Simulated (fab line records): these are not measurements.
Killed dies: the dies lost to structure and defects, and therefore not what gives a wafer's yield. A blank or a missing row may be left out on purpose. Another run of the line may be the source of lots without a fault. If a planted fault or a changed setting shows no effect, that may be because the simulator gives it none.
Commonality check across tools    flow gf180mcu    13 lots, 45 wafers sampled

THE REASON FOR OPENING IT
GF_V1_RS_MEAS_24, reading V1_W_RS: flagged on 2 of 13 lots. Wafers without a fault read 0.328 ohm/sq, standard deviation 0.0048.
Rule: flag the lot when none of its wafers has a number, or when each of its wafers that has one lies beyond 4 standard deviations from that mean. The rest of the lots are taken to be sound.

lot   measured      on             V1_W_RS (ohm/sq), wafer by wafer           flag
L851  day 19 04:25  film_metro-02  0.335 0.338 0.324                          
L853  day 19 21:49  film_metro-03  0.340 0.328 0.336                          
L855  day 20 15:28  film_metro-03  43.830 43.960 44.386 43.838 43.917 44.253  FLAGGED
L856  day 21 00:38  film_metro-02  43.894 44.274 44.137 43.835 44.268 44.173  FLAGGED
L859  day 22 02:32  film_metro-02  0.321 0.323 0.325                          
L865  day 24 00:52  film_metro-02  0.325 0.327 0.328                          
L866  day 24 12:01  film_metro-03  0.330 0.330 0.329                          
L867  day 24 15:47  film_metro-02  0.332 0.337 0.323                          
L868  day 25 07:35  film_metro-04  0.319 0.333 0.320                          
L869  day 25 10:10  film_metro-02  0.321 0.321 0.332                          
L870  day 25 16:05  film_metro-02  0.327 0.328 0.326                          
L871  day 26 01:13  film_metro-04  0.321 0.321 0.328                          
L872  day 26 07:14  film_metro-03  0.324 0.336 0.328                          
The numbers of the flagged lots are 44.064 ohm/sq on average: +43.736 ohm/sq against the usual, or +99 or more standard deviations.

WHICH TOOL RAN EACH LOT
The record keeps 1 process step preceding the reading, out of 602 steps on the route. Read each cell as the tool, then ch plus the chambers that the sampled wafers visited, then the start.
lot   flag     GF_V1_CVD_23
L851           cvd_w-02 ch 0,1, day 19 04:17
L853           cvd_w-02 ch 0,1, day 19 21:40
L855  FLAGGED  cvd_w-01 ch 0,1, day 20 15:20
L856  FLAGGED  cvd_w-02 ch 1, day 21 00:32
L859           cvd_w-01 ch 0,1, day 22 02:26
L865           cvd_w-01 ch 0,1, day 24 00:43
L866           cvd_w-01 ch 0,1, day 24 11:53
L867           cvd_w-02 ch 0,1, day 24 15:41
L868           cvd_w-02 ch 0,1, day 25 07:28
L869           cvd_w-02 ch 0,1, day 25 10:02
L870           cvd_w-01 ch 0,1, day 25 15:58
L871           cvd_w-02 ch 0,1, day 26 01:07
L872           cvd_w-02 ch 0,1, day 26 07:08
What is done by these steps:
- GF_V1_CVD_23: deposits W, target thk 350 nm, time 105.05 s.
- GF_V1_RS_MEAS_24: measures by four-point-probe.

FLAGGED OVER TOTAL, TOOL BY TOOL (the gauges that took the reading come last)
step              tool           lots run  flagged  share of the flagged lots  sound lots run after its first flagged lot
GF_V1_CVD_23      cvd_w-01       5         1        some                       4 (L859,L865,L866,L870)
GF_V1_CVD_23      cvd_w-02       8         1        some                       5 (L867,L868,L869,L871,L872)
GF_V1_RS_MEAS_24  film_metro-02  7         1        some                       5 (L859,L865,L867,L869,L870)
GF_V1_RS_MEAS_24  film_metro-03  4         1        some                       2 (L866,L872)
GF_V1_RS_MEAS_24  film_metro-04  2         0        none                       -

WHAT THE TABLE PERMITS
No row of the table ran every flagged lot.

WHAT WAS PUT IN BY THE SIMULATOR
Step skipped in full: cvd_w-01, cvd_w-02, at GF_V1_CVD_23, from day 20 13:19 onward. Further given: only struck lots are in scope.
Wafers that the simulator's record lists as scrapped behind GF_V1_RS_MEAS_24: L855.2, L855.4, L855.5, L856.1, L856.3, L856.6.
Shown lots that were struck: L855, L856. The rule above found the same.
